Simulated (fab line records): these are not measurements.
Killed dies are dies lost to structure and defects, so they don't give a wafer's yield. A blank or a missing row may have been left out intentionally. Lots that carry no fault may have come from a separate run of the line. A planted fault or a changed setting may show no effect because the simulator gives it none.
Problem report in the 8D (eight disciplines) form, filled by code || flow sky130 || the parts of the form that need people (team, actions taken, sign-off) are left out

1. THE PROBLEM
Wafers free of any fault read 6.92 ohm/sq (standard deviation 0.07) for CAPM_TIN_RS at SKY_CAPM_RS_MEAS_03, against a mean of 7.84 ohm/sq on 9 wafers of 3 lots. Measured from the usual mean, that is +13 standard deviations.
The step: measures by four-point-probe.
First observed at day 41 13:26: wafer L743.3, on film_metro-01. Wafers with a number at this step in the record: 36, from 12 lots. The rule behind "out" and "out of limits": a value lying over 4 standard deviations away from the usual mean. The other wafers with a number count as sound.

2. WHAT THIS IS AND IS NOT
{"question": "which readings at this step", "is": "CAPM_TIN_RS", "is not": "-"}
{"question": "which lots", "is": "L743, L744, L745", "is not": "L727, L729, L730, L731, L735, L736, L742, L746, L748"}
{"question": "which wafers of those lots", "is": "all that have a number", "is not": "-"}
{"question": "read on which gauges", "is": "film_metro-01, film_metro-03", "is not": "film_metro-04"}
{"question": "when", "is": "from day 41 13:26", "is not": "up to then (21 sound wafers); but 6 sound wafers of L746, L748 came after"}

3. THE SUSPECTS, EACH WITH WHAT RULES IT OUT
Counting: a tool stays on the suspect list if, at a process step up to the reading, it processed all lots that are out and no sound lot following the first of them.
- the gauge at SKY_CAPM_RS_MEAS_03 has been ruled out. Those wafers that are out were read across 2 gauges (film_metro-01, film_metro-03).
- pvd_sputter-04 at SKY_CAPM_SPUTTER_02 (material TiN, target thk 200 nm, time 166.7 s): kept. It ran every lot that is out, first L743 (day 41 13:17), and no sound lot after that; its last sound lot up to then is L742 (day 41 08:02).
After counting, what remains is pvd_sputter-04 at SKY_CAPM_SPUTTER_02.

4. THE CAUSE (what the simulator had put in)
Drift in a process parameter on pvd_sputter-04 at SKY_CAPM_SPUTTER_02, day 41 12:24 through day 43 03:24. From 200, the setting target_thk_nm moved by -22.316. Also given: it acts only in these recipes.
Counting left only this tool.

5. SEQUENCE OF EFFECTS, ordered by route
Each row: a reading whose mean over the struck wafers that have a number lies more than 3 standard deviations from the usual. Only readings whose record carries a usual standard deviation are examined. hours: median over the lots of the time between each lot's start at the first step of this table that gives one and its start at this step. sigmas: the change, counted in usual standard deviations.
{"hours": 0, "step": "SKY_CAPM_RS_MEAS_03", "reading": "CAPM_TIN_RS", "usual": "6.92 ohm/sq", "on struck wafers": 7.84, "change": "+0.92", "sigmas": "+13"}
{"hours": 0, "step": "SKY_CAPM_THK_MEAS_04", "reading": "CAPM_TIN_THK", "usual": "196.4 nm", "on struck wafers": 173.6, "change": -22.8, "sigmas": -11}
{"hours": 23, "step": "SKY_CAPM_METAL_ETCH_13", "reading": "oes_product_au", "usual": "0.940 a.u.", "on struck wafers": 0.877, "change": -0.063, "sigmas": -9.9}
{"hours": 23, "step": "SKY_CAPM_METAL_ETCH_13", "reading": "throttle_valve_pct", "usual": "21.903 %", "on struck wafers": 21.949, "change": "+0.046", "sigmas": "+4.1"}
Here are the process steps it includes:
- SKY_CAPM_METAL_ETCH_13: etches TiN in Cl2/BCl3, stops on SiO2, target depth 220 nm, time 62.9 s.

6. WHAT WOULD HAVE CAUGHT IT SOONER
In this record the first reading out of limits at a measuring or inspecting step was taken at day 41 13:26, 1 hour after the fault began at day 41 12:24.
An alarm limit of 4 standard deviations would not have fired on the tool readings at SKY_CAPM_SPUTTER_02 for which the record gives a usual standard deviation, since none of them was out on any struck wafer.
Among the 3 lots that are out, L744, L745 began SKY_CAPM_SPUTTER_02 on pvd_sputter-04 after day 41 13:26. A hold on the tool at that time would have spared those 2.
